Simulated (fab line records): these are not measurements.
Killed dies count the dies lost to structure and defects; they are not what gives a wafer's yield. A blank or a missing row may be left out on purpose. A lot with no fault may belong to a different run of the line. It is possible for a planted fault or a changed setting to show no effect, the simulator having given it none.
Comparing a struck lot with a sound one / flow sfq_line / 14 steps out of a route of 325
Sound: wafers L858.1, L858.3, L858.5. The struck wafers were L860.2, L860.3, L860.5. The cause is given at the end.
At each step with rows: each side's tool, then ch and its chambers, then its first start. Under that, the readings that differ: sound wafers / struck wafers / difference of the means / sigmas: that difference in standard deviations of wafers without a fault.
alike: a reading whose means differ by less than 2 such deviations, as well as words and numbers matching on both sides. not compared: withheld readings; readings where some wafer has no value; bounds like >300 that might hide an equal value; numbers whose values overlap and for which the record gives no deviation.
A row with sigmas, a row that says differs or no value, or rows on one side alone: a step with any of these is where the two part. When numbers do not overlap yet have no deviation, they are printed without sigmas and do not part them. A reading that every wafer of one side lacks parts them only if that side has two wafers or more.

first, 3 steps without rows for these wafers: SFQ_TRILAYER_I7_VIA_LITHO_EXPOSE_188 (exposes mask I7, target cd 1000 nm); SFQ_TRILAYER_I7_VIA_LITHO_PEB_190 (peb time 60 s); SFQ_TRILAYER_I7_VIA_LITHO_DEVELOP_189 (time 60 s).
SFQ_I7_OVL_MEAS_947:
  struck on overlay-01, day 71 03:52; sound on overlay-01, day 71 00:16
  alike: I7_OVL
SFQ_TRILAYER_I7_VIA_BARC_OPEN_VIA_ETCH_260: etches BARC in O2, target depth 125 nm, time 41.7 s.
  sound on rie_diel-02 ch 0,1,2, day 71 00:18; struck on rie_diel-04 ch 1,3, day 71 03:54
  alike: drypump_motor_current_A, oes_product_au
  not compared: rf_hours_counter_h
SFQ_TRILAYER_I7_VIA_ETCH_VIA_ETCH_190: etches SiO2 in CHF3, stops on Nb, target depth 260 nm.
  sound on rie_diel-02 ch 0,1,2, day 71 00:20; struck on rie_diel-04 ch 1,3, day 71 03:56
  alike: drypump_motor_current_A, oes_product_au
SFQ_TRILAYER_I7_VIA_STRIP_STRIP_191: strips in O2.
  sound on rie_metal-03 ch 0,1, day 71 00:27; struck on rie_metal-02 ch 0,1, day 71 04:03
  alike: drypump_motor_current_A, oes_product_au
  not compared: rf_hours_counter_h
then, 5 steps without rows for these wafers: SFQ_TRILAYER_I7_VIA_STRIP_SOLV_CLEAN_192 (cleans in NMP, time 600 s); SFQ_TRILAYER_M8_LITHO_LOR_COAT_197; SFQ_TRILAYER_M8_LITHO_LOR_BAKE_198; SFQ_TRILAYER_M8_LITHO_COAT_193 (resist thk 600 nm); SFQ_TRILAYER_M8_LITHO_SOFTBAKE_199.
-- the record jumps here: 3 days lie between the struck wafers' starts before and after --
SFQ_TRILAYER_M8_LITHO_EXPOSE_194: exposes mask M8, target cd 2000 nm.
  struck on krf_scanner-01, day 73 16:48; sound on krf_scanner-01 ch 0, day 73 08:25
  no value came back on the struck wafers for exposure_dose_mJ_cm2, focus_offset_nm (nm), sigma_outer; on the sound wafers exposure_dose_mJ_cm2 reads 14.405 14.378 14.399
  alike: mask
then, 1 step without rows for these wafers: SFQ_TRILAYER_M8_LITHO_PEB_196 (peb time 60 s).

== WHERE THEY PART ==
Only at SFQ_TRILAYER_M8_LITHO_EXPOSE_194, as far as this record shows.

WHY: what had been put in by the simulator
Skipped step whole: krf_scanner-01, from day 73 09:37 on, at SFQ_TRILAYER_M8_LITHO_EXPOSE_194. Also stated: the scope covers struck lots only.
